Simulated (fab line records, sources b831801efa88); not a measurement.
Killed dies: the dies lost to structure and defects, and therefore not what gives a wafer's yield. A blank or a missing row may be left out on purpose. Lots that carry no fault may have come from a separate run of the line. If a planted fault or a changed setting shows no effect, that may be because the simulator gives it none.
Which of the tools did it? -- flow sfq_line -- 14 lots, 42 wafers sampled, at 4 steps of a route of 325

WHAT THE GAUGES READ, wafer by wafer
SFQ_M3_OVL_MEAS_921. Usual: M3_OVL typically reads 3 nm, with standard deviation 4.9.
lot,measured,on,M3_OVL (nm),flag
L523,day 28 00:12,overlay-02,-7 -4 -5,
L524,day 28 07:24,overlay-02,10 0 4,
L525,day 28 13:59,overlay-01,-1 2 3,
L526,day 29 02:37,overlay-01,10 12 7,
L528,day 29 14:37,overlay-01,7 12 4,
L529,day 30 03:48,overlay-01,8 1 -1,
L530,day 30 14:37,overlay-01,5 -1 6,
L537,day 34 02:49,overlay-01,-3 0 -6,
L539,day 34 19:37,overlay-02,9 12 7,
L541,day 35 02:49,overlay-02,0 2 -1,
L542,day 35 10:00,overlay-02,-5 -10 -7,
L543,day 35 11:13,overlay-02,6 14 6,
L544,day 35 17:13,overlay-01,3 4 6,
L545,day 35 19:36,overlay-01,8 -1 5,

EACH LOT AND THE TOOL THAT RAN IT (in order: tool; ch and the chambers of the sampled wafers; start)
lot,SFQ_TRILAYER_I0_DEP_PECVD_027,SFQ_TRILAYER_I0_CMP_CMP_028,SFQ_TRILAYER_M2_STRIP_STRIP_061
L523,"pecvd-03 ch 0,2, day 7 16:29","cmp-02 ch 0,1,2, day 7 17:55","rie_metal-01 ch 0, day 20 05:36"
L524,"pecvd-03 ch 0,1, day 7 23:20","cmp-01 ch 0,3, day 7 23:24","rie_metal-01 ch 0, day 20 16:24"
L525,"pecvd-04 ch 0,1, day 8 06:32","cmp-02 ch 1,2,3, day 8 07:07","rie_metal-01 ch 0,1, day 21 03:01"
L526,"pecvd-03 ch 0,1,2, day 8 11:36","cmp-01 ch 0,3, day 8 11:53","rie_metal-04 ch 0,1, day 21 17:37"
L528,"pecvd-03 ch 1,2, day 8 19:44","cmp-01 ch 0,1, day 8 21:13","rie_metal-04 ch 0,1, day 22 04:25"
L529,"pecvd-03 ch 0,1,2, day 9 06:32","cmp-02 ch 0,2, day 9 07:33","rie_metal-04 ch 0,1, day 22 13:49"
L530,"pecvd-03 ch 0,1,2, day 9 10:10","cmp-01 ch 0,2, day 9 12:50","rie_metal-04 ch 0, day 22 18:37"
L537,"pecvd-02 ch 0,1, day 11 11:22","cmp-01 ch 0,1, day 11 22:17","rie_metal-04 ch 0,1, day 26 04:17"
L539,"pecvd-04 ch 0,1,2, day 11 21:57","cmp-02 ch 0,1,2, day 12 09:01","rie_metal-04 ch 1, day 26 18:25"
L541,"pecvd-02 ch 0,1,2, day 12 08:31","cmp-02 ch 0,2,3, day 12 21:31","rie_metal-04 ch 0,1, day 27 04:13"
L542,"pecvd-03 ch 0,1, day 12 13:18","cmp-02 ch 0,3, day 12 23:31","rie_metal-04 ch 0,1, day 27 06:25"
L543,"pecvd-04 ch 1,2, day 12 18:05","cmp-01 ch 0,1,3, day 13 05:44","rie_metal-02 ch 0,1, day 27 10:01"
L544,"pecvd-02 ch 0,2, day 13 00:05","cmp-01 ch 0,3, day 13 13:44","rie_metal-01 ch 0,1, day 27 23:13"
L545,"pecvd-04 ch 0,2, day 13 04:29","cmp-01 ch 0,2, day 13 16:44","rie_metal-02 ch 0,1, day 28 02:49"
- SFQ_TRILAYER_I0_DEP_PECVD_027: deposits SiO2 from SiH4/N2O, time 111.11 s, target thk 500 nm.
- SFQ_TRILAYER_I0_CMP_CMP_028: polishes SiO2.
- SFQ_TRILAYER_M2_STRIP_STRIP_061: strips in O2.

WHAT THE TOOLS THEMSELVES READ (means of the sampled wafers that have a number; where no wafer has one, the mark that the record gives instead)
SFQ_TRILAYER_I0_DEP_PECVD_027. Usual: heater_power_w 98 W, standard deviation 23; rf_fwd_power_W 182.5 W, standard deviation 0.63; showerhead_vpp_V 843 V, standard deviation 33; throttle_valve_pct 25.9 %, standard deviation 1.5.
lot,tool,heater_power_w (W),rf_fwd_power_W (W),showerhead_vpp_V (V),throttle_valve_pct (%),flag
L523,pecvd-03,93,183.0,810,27.0,
L524,pecvd-03,97,182.6,845,25.3,
L525,pecvd-04,84,182.3,892,27.1,
L526,pecvd-03,98,182.4,831,26.2,
L528,pecvd-03,72,182.6,831,26.2,
L529,pecvd-03,119,109.3,644,26.3,OFF
L530,pecvd-03,122,108.7,637,26.3,OFF
L537,pecvd-02,115,182.3,856,24.4,
L539,pecvd-04,93,182.5,854,26.7,
L541,pecvd-02,110,182.4,867,24.4,
L542,pecvd-03,110,182.2,840,25.9,
L543,pecvd-04,97,182.5,820,27.4,
L544,pecvd-02,116,182.0,858,24.4,
L545,pecvd-04,77,182.4,863,26.0,

SFQ_TRILAYER_I0_CMP_CMP_028. Usual: edge_zone_pressure_frac 1.000, standard deviation 0.0048; motor_current_A 10.3 A, standard deviation 1.1; time_to_endpoint_s 217 s, standard deviation 6.8.
lot,tool,edge_zone_pressure_frac,motor_current_A (A),time_to_endpoint_s (s),flag
L523,cmp-02,0.999,11.0,217,
L524,cmp-01,0.998,11.6,227,
L525,cmp-02,1.004,10.6,213,
L526,cmp-01,1.001,10.5,233,
L528,cmp-01,0.999,10.6,228,
L529,cmp-02,0.999,10.9,168,OFF
L530,cmp-01,1.003,10.8,170,OFF
L537,cmp-01,1.004,10.2,218,
L539,cmp-02,1.001,10.7,220,
L541,cmp-02,1.004,11.0,215,
L542,cmp-02,1.000,10.3,218,
L543,cmp-01,0.999,10.6,218,
L544,cmp-01,1.004,10.6,217,
L545,cmp-01,1.000,10.8,219,

SFQ_TRILAYER_M2_STRIP_STRIP_061. Usual: chamber_pressure_mTorr 50.00 mTorr, standard deviation 0.044; drypump_motor_current_A 5.7 A, standard deviation 0.42; he_backside_leak_sccm 3.4 sccm, standard deviation 0.34; oes_product_au 1.001 a.u., standard deviation 0.0067.
lot,tool,chamber_pressure_mTorr (mTorr),drypump_motor_current_A (A),he_backside_leak_sccm (sccm),oes_product_au (a.u.),flag
L523,rie_metal-01,50.00,5.9,4.2,0.995,
L524,rie_metal-01,50.00,5.9,3.5,1.002,
L525,rie_metal-01,50.02,5.8,3.3,1.004,
L526,rie_metal-04,49.95,5.8,3.4,0.998,
L528,rie_metal-04,49.97,6.0,3.4,1.005,
L529,rie_metal-04,50.02,6.0,3.4,0.999,
L530,rie_metal-04,49.99,6.1,3.4,1.006,
L537,rie_metal-04,50.01,6.0,4.4,1.008,
L539,rie_metal-04,50.02,5.6,3.4,1.004,
L541,rie_metal-04,50.03,6.0,3.5,1.002,
L542,rie_metal-04,49.96,5.8,3.4,1.003,
L543,rie_metal-02,50.01,5.2,3.7,1.003,
L544,rie_metal-01,49.98,5.8,3.3,0.992,
L545,rie_metal-02,50.04,5.2,3.4,1.003,

THE ANSWER, worked out from the rows above alone
Rule: a lot counts as off when the mean over its wafers that have a number is more than 3 standard deviations away from the usual mean. A lot without any number at a reading at which 4 lots or more have one is off too. Where the step has rows for the other lots, those lots are counted as sound. Order of review: gauges by route order, followed by the tools' own readings, for which a lot's mean as printed above is used. The first step at which some lot is off is used, and at that step the reading that is off furthest; a lot without a number counts as furthest.
Off at SFQ_TRILAYER_I0_DEP_PECVD_027 (rf_fwd_power_W): L529, L530.
A tool fits if, at that step or a process step before it, it ran every lot that is off, and no sound lot after the first of them. No candidate that was tried fits.

WHAT HAD BEEN PUT IN BY THE SIMULATOR
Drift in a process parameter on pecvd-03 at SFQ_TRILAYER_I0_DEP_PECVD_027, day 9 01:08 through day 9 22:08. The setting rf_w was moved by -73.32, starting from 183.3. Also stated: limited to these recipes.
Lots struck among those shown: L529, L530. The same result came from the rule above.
